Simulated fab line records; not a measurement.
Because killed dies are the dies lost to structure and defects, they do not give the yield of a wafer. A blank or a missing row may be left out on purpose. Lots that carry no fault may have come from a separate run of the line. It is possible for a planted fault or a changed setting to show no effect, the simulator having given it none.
Problem report in the 8D (eight disciplines) form, filled by code ; flow sky130 ; the parts of the form that need people (team, actions taken, sign-off) are left out

1. WHAT IS WRONG
At SKY_DNWELL_STRIP_08, stripTimeToEndpointS averages 33.97 s over 6 wafers from 2 lots, while fault-free wafers read 36.93 s, standard deviation 0.11. Measured from the usual mean, that is -27 standard deviations.
The step: strips in O2/N2.
First observed at day 5 18:04: wafer L320.1, on plasmaAsher-03. The record holds 42 wafers of 14 lots with a number at this step. Rule for "out" (also "out of limits"): further than 4 standard deviations from the usual mean. The rest of the wafers with a number are treated as sound.

2. WHAT IT IS, WHAT IT ISN'T
question;is;is not
which readings at this step;stripTimeToEndpointS;chamberPressureMTorr, drypumpMotorCurrentA
which lots;L320, L323;L310, L311, L312, L313, L314, L315, L316, L318, L319, L324, L329, L332
which wafers of those lots;all that have a number;-
read on which tools;plasmaAsher-02, plasmaAsher-03;plasmaAsher-01
when;from day 5 18:04;"up to then (27 sound wafers); but 9 sound wafers of L324, L329, L332 came after"

3. THE SUSPECTS, EACH WITH WHAT RULES IT OUT
Counting: any tool at a process step up to the reading is kept as a suspect provided that every lot that is out went through it and no sound lot did after the first of them.
- lithoTrack-03 at SKY_DNWELL_COAT_02 (resist thk 3000 nm): kept. It processed each lot that is out, first L320 at day 5 08:55, and no sound lot thereafter; up to then, the last sound lot it processed was L319 at day 5 03:59.
The count leaves lithoTrack-03 at SKY_DNWELL_COAT_02.

4. THE CAUSE (what the simulator had put in)
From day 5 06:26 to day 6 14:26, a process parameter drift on lithoTrack-03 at SKY_DNWELL_COAT_02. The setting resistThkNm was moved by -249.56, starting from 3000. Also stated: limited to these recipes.
This tool alone remained once counting was done.

5. THE CHAIN OF EFFECTS, in route order
Rows list readings where the struck wafers' mean (over those with a number) sits beyond 3 standard deviations from the usual. Readings are gone through only where the record gives a usual standard deviation; hours: the median, over the lots, of the time from a lot's start at the first step in this table giving one to that lot's start at this step; sigmas: the change measured in usual standard deviations.
hours;step;reading;usual;on struck wafers;change;sigmas
0;SKY_DNWELL_STRIP_08;stripTimeToEndpointS;36.93 s;33.97;-2.96;-27
Process steps it contains:
- SKY_DNWELL_STRIP_08: strips in O2/N2.

6. WHAT WOULD HAVE CAUGHT IT SOONER
In this record the first reading out of limits was taken at day 5 18:04, 12 hours after the fault began at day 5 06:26.
Among the 2 lots that are out, L323 began SKY_DNWELL_COAT_02 on lithoTrack-03 after day 5 18:04. Holding the tool at that time would have saved it.
